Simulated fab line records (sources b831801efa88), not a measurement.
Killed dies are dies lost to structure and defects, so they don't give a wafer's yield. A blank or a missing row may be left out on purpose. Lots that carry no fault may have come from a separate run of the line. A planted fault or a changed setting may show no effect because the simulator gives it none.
Which tool was responsible? | flow gf180mcu | 36 wafers from 12 lots sampled at 5 of the route's 602 steps

== WHAT EACH GAUGE READ, for each wafer ==
GF_HV_LDD_RS_MEAS_53: measurement is done with a four-point probe.
lot  | measured     | on            | HV_LDD_RS (ohm/sq)
L949 | day 12 03:46 | film metro-02 | 412.7 412.7 414.6
L950 | day 12 17:58 | film metro-02 | 412.0 411.9 410.3
L957 | day 14 23:22 | film metro-02 | 411.5 413.0 413.1
L959 | day 15 18:11 | film metro-02 | 412.9 412.3 412.5
L960 | day 16 03:36 | film metro-04 | 410.8 412.3 410.9
L964 | day 17 13:59 | film metro-04 | 412.6 412.2 413.1
L965 | day 17 22:11 | film metro-04 | 412.2 412.3 412.1
L966 | day 18 05:31 | film metro-02 | 412.5 411.4 412.5
L969 | day 19 11:09 | film metro-03 | 413.1 412.6 412.1
L970 | day 19 16:16 | film metro-03 | 412.6 412.9 413.1
L971 | day 19 18:07 | film metro-02 | 412.1 411.4 413.2
L972 | day 20 02:56 | film metro-04 | 412.6 413.6 411.8

GF_PSD_OVL_MEAS_08.
lot  | measured     | on         | PSD_OVL (nm)
L949 | day 13 23:22 | overlay-02 | -1.5 -1.3 -1.9
L950 | day 14 13:56 | overlay-02 | 0.4 0.6 1.8
L957 | day 16 22:49 | overlay-01 | -1.3 -2.0 -0.2
L959 | day 17 18:43 | overlay-01 | -0.9 -0.5 0.2
L960 | day 18 03:58 | overlay-01 | 0.1 1.4 0.4
L964 | day 19 17:16 | overlay-01 | 1.0 0.9 1.3
L965 | day 20 01:43 | overlay-01 | 0.7 0.4 -1.7
L966 | day 20 09:37 | overlay-01 | -1.3 -2.5 -2.0
L969 | day 21 14:39 | overlay-01 | 2.0 0.4 1.0
L970 | day 21 19:13 | overlay-01 | -2.0 -2.0 -1.4
L971 | day 21 21:17 | overlay-02 | -1.7 -2.1 -3.2
L972 | day 22 06:12 | overlay-01 | 0.4 -0.5 -1.1

GF_CONTACT_THK_MEAS_03.
lot  | measured     | on            | CONTACT_CVD_02_THK (nm)
L949 | day 14 22:17 | film metro-03 | 867 868 859
L950 | day 15 12:47 | film metro-03 | 865 850 861
L957 | day 17 23:17 | film metro-03 | 843 841 396
L959 | day 18 20:24 | film metro-02 | 844 860 390
L960 | day 19 05:52 | film metro-04 | 836 849 371
L964 | day 20 18:38 | film metro-02 | 840 857 853
L965 | day 21 03:31 | film metro-03 | 849 858 875
L966 | day 21 11:29 | film metro-02 | 858 873 865
L969 | day 22 15:38 | film metro-02 | 843 847 857
L970 | day 22 20:13 | film metro-03 | 863 857 853
L971 | day 22 21:40 | film metro-03 | 865 870 864
L972 | day 23 06:47 | film metro-02 | 851 864 866

== TOOL THAT RAN EACH LOT (tool first, then ch and the chambers of the sampled wafers, then the start) ==
lot  | GF_HV_LDD_ETCHBACK_58              | GF_CONTACT_CVD_02
L949 | rie diel-03 ch 0,1,3, day 12 07:08 | pecvd-03 ch 0,1,2, day 14 22:13
L950 | rie diel-01 ch 0,1,2, day 12 20:37 | pecvd-03 ch 0,1,2, day 15 12:42
L957 | rie diel-03 ch 0,1,3, day 15 02:04 | pecvd-04 ch 1,2, day 17 23:13
L959 | rie diel-02 ch 1,2, day 15 20:52   | pecvd-04 ch 0,2, day 18 20:19
L960 | rie diel-03 ch 2,3, day 16 06:17   | pecvd-04 ch 0,1,2, day 19 05:47
L964 | rie diel-02 ch 1,2, day 17 16:39   | pecvd-03 ch 0,2, day 20 18:31
L965 | rie diel-01 ch 0,1,2, day 18 00:52 | pecvd-03 ch 0,2, day 21 03:26
L966 | rie diel-01 ch 0,1,3, day 18 09:29 | pecvd-03 ch 1,2, day 21 11:23
L969 | rie diel-02 ch 1,2,3, day 19 13:50 | pecvd-04 ch 0,1,2, day 22 15:34
L970 | rie diel-02 ch 0,2,3, day 19 18:53 | pecvd-04 ch 0,1,2, day 22 20:10
L971 | rie diel-01 ch 0,1,3, day 19 21:24 | pecvd-02 ch 0,1,2, day 22 21:37
L972 | rie diel-01 ch 0,2, day 20 05:37   | pecvd-03 ch 1,2, day 23 06:43
- GF_HV_LDD_ETCHBACK_58: etches Si3N4 in CH3F/O2, stops on SiO2, time 100 s, target depth 90 nm.
- GF_CONTACT_CVD_02: deposits SiO2 from TEOS, target thk 860 nm, time 95.992 s.

== WHAT THE TOOLS THEMSELVES READ (means of the sampled wafers that have a number; where no wafer has one, the mark that the record gives instead) ==
GF_HV_LDD_ETCHBACK_58.
lot  | tool        | drypump motor current A (A) | oes product au (a.u.) | throttle valve pct (%)
L949 | rie diel-03 | 5.2                         | 0.839                 | 10.565
L950 | rie diel-01 | 5.7                         | 0.844                 | 10.564
L957 | rie diel-03 | 5.3                         | 0.848                 | 10.569
L959 | rie diel-02 | 5.2                         | 0.839                 | 10.553
L960 | rie diel-03 | 5.3                         | 0.847                 | 10.568
L964 | rie diel-02 | 5.5                         | 0.847                 | 10.560
L965 | rie diel-01 | 5.8                         | 0.847                 | 10.558
L966 | rie diel-01 | 5.8                         | 0.841                 | 10.567
L969 | rie diel-02 | 5.6                         | 0.843                 | 10.565
L970 | rie diel-02 | 5.7                         | 0.842                 | 10.551
L971 | rie diel-01 | 5.8                         | 0.842                 | 10.564
L972 | rie diel-01 | 5.3                         | 0.839                 | 10.564

GF_CONTACT_CVD_02.
lot  | tool     | heater power w (W)
L949 | pecvd-03 | 640
L950 | pecvd-03 | 664
L957 | pecvd-04 | 733
L959 | pecvd-04 | 625
L960 | pecvd-04 | 693
L964 | pecvd-03 | 647
L965 | pecvd-03 | 627
L966 | pecvd-03 | 765
L969 | pecvd-04 | 698
L970 | pecvd-04 | 643
L971 | pecvd-02 | 585
L972 | pecvd-03 | 703

== THE ANSWER, worked out from the rows above alone ==
Rule: what is usual is taken from the lots themselves. Put in order of their means at a reading, lots are off if they are a third of the lots or fewer, leave a main group of 4 or more, and stand apart from it by a gap of 3 or more times the standard deviation of the main group's means; of several such gaps the widest counts. A main group is skipped when, at the precision printed for the reading in the tables above, its means are all equal. A lot without any number at a reading at which 4 lots or more have one is off too. Where the step has rows for the other lots, those lots are counted as sound. The gauges are gone through in route order, then the tools' own readings, and for those a lot's mean is taken as printed above. At the first step where some lot is off, the reading lying furthest off is the one used; lots without a number count as furthest.
Off: L957, L959, L960, seen at GF_CONTACT_THK_MEAS_03 (CONTACT_CVD_02_THK). The main group has a mean of 859 nm with a standard deviation of 5.9.
A tool fits if, at a process step before that reading, it ran every lot that is off, and no sound lot after the first of them. Gauges at GF_CONTACT_THK_MEAS_03: tried the same way as those tools. Of those tried, none fits.

== WHAT HAD BEEN PUT IN BY THE SIMULATOR ==
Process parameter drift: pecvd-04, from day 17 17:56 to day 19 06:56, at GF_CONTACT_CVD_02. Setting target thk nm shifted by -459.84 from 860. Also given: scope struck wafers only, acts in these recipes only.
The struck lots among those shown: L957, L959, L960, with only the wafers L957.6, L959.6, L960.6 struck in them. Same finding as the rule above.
